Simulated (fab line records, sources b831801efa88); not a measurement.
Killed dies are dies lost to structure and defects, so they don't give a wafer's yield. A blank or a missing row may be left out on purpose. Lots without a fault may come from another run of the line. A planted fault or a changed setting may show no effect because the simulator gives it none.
Split-lot experiment | flow sfq_line | 5 lots, 27 wafers read, on a route of 325 steps

THE SPLIT
At SFQ_TRILAYER_M7_ETCH_METAL_ETCH_180 (etches Nb in Cl2/Ar, stops on SiO2, target depth 240 nm, time 120 s), the setting time_s was moved away from the recipe's 120 s on 6 of the 27 wafers read, by -50.4% to +24.5%. The other wafers ran this setting at the recipe's value.

The reading is taken at the split's own step.

THE READING
oes_product_au, in a.u., at SFQ_TRILAYER_M7_ETCH_METAL_ETCH_180 (etches Nb in Cl2/Ar, stops on SiO2, target depth 240 nm, time 120 s). Fault-free wafers of this fab line usually give 0.891 a.u., standard deviation 0.0086 a.u..

wafer  | tool, chamber at the split | time_s as run, s | against the recipe | oes_product_au, a.u. | against lot-mates on the recipe
L075.1 | rie_metal-04, 0            | 120              | recipe             | 0.903                | -
L075.2 | rie_metal-04, 1            | 120              | recipe             | 0.902                | -
L075.3 | rie_metal-04, 1            | 120              | recipe             | 0.904                | -
L077.1 | rie_metal-02, 0            | 120              | recipe             | 0.898                | -
L077.2 | rie_metal-02, 1            | 120              | recipe             | 0.894                | -
L077.3 | rie_metal-02, 1            | 120              | recipe             | 0.900                | -
L077.4 | rie_metal-02, 0            | 120              | recipe             | 0.899                | -
L077.5 | rie_metal-02, 0            | 120              | recipe             | 0.902                | -
L077.6 | rie_metal-02, 1            | 120              | recipe             | 0.899                | -
L079.1 | rie_metal-02, 0            | 120              | recipe             | 0.886                | -
L079.2 | rie_metal-02, 1            | 149.4            | +24.5%             | 0.866                | -0.021
L079.3 | rie_metal-02, 1            | 120              | recipe             | 0.892                | -
L079.4 | rie_metal-02, 0            | 120              | recipe             | 0.882                | -
L079.5 | rie_metal-02, 0            | 149.4            | +24.5%             | 0.876                | -0.011
L079.6 | rie_metal-02, 1            | 149.4            | +24.5%             | 0.845                | -0.042
L081.1 | rie_metal-02, 1            | 120              | recipe             | 0.887                | -
L081.2 | rie_metal-02, 0            | 59.48            | -50.4%             | 1.026                | +0.141
L081.3 | rie_metal-02, 1            | 59.48            | -50.4%             | 1.012                | +0.127
L081.4 | rie_metal-02, 0            | 120              | recipe             | 0.881                | -
L081.5 | rie_metal-02, 1            | 120              | recipe             | 0.888                | -
L081.6 | rie_metal-02, 0            | 59.48            | -50.4%             | 1.016                | +0.131
L082.1 | rie_metal-04, 1            | 120              | recipe             | 0.879                | -
L082.2 | rie_metal-04, 0            | 120              | recipe             | 0.895                | -
L082.3 | rie_metal-04, 1            | 120              | recipe             | 0.895                | -
L082.4 | rie_metal-04, 0            | 120              | recipe             | 0.889                | -
L082.5 | rie_metal-04, 0            | 120              | recipe             | 0.889                | -
L082.6 | rie_metal-04, 1            | 120              | recipe             | 0.891                | -

THE FIT
A straight line over all 27 wafers: oes_product_au changes by -0.00221 a.u. for each +1% of time_s; r = -0.96; the points scatter about the line by 0.012 a.u..
The same after taking each lot's own level away (the mean of its wafers on the recipe; 27 wafers): -0.00227 a.u. for each +1%; r = -0.96; scatter 0.013 a.u..
On that fit, the largest move of time_s shifts the reading by 0.11 a.u..
The lots' own levels span 0.8853 to 0.9030 a.u., that is 2.1 times the standard deviation above.
So the lot-to-lot level changes the slope little: the two slopes agree.
Check: with one of the wafers moved furthest among these (-50.4%) left out of the fit, the line predicts +0.112 a.u. for it against its lot-mates. It came out at +0.141 a.u. against them.
Tool readings at the split's step, against how far the setting was moved: oes_product_au r = -0.96.

OTHER SPLITS ON THESE WAFERS
These wafers also went through other splits before the reading. Each is held against what the fit with the lots' levels taken away leaves over:
other split on the same wafers                  | wafers away from the commonest value | r with oes_product_au (lot level and that fit taken away)
SFQ_TRILAYER_JJ_TRILAYER_DEP_SPUTTER_109 time_s | 9                                    | +0.10
SFQ_TRILAYER_R5_DEP_SPUTTER_132 time_s          | 9                                    | -0.19
SFQ_TRILAYER_A5C_DEP_PECVD_142 time_s           | 6                                    | +0.22
SFQ_TRILAYER_M6_DEP_SPUTTER_157 time_s          | 12                                   | -0.48

THE WHOLE CHAIN: every reading that the file lists as answering this split, in the file's order
step                                | what it does                                                        | reading                                                                                   | change (the file's fit)                   | r (the file's)
SFQ_TRILAYER_M7_ETCH_METAL_ETCH_180 | etches Nb in Cl2/Ar, stops on SiO2, target depth 240 nm, time 120 s | oes_product_au                                                                            | -0.00232 a.u. for each +1% of the setting | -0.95
SFQ_TRILAYER_M7_ETCH_METAL_ETCH_180 | etches Nb in Cl2/Ar, stops on SiO2, target depth 240 nm, time 120 s | M7.feature_depth_nm (the simulator's own value, which no gauge read)                      | +1.24 nm for each +1% of the setting      | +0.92
SFQ_TRILAYER_M7_ETCH_METAL_ETCH_180 | etches Nb in Cl2/Ar, stops on SiO2, target depth 240 nm, time 120 s | KrF_of_TRILAYER_M7_LITHO_COAT_177.thk_nm (the simulator's own value, which no gauge read) | -1.4 nm for each +1% of the setting       | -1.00

THE FILE'S OWN FIT
oes_product_au changes by -0.00232 a.u. for each +1% of time_s, r = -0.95.
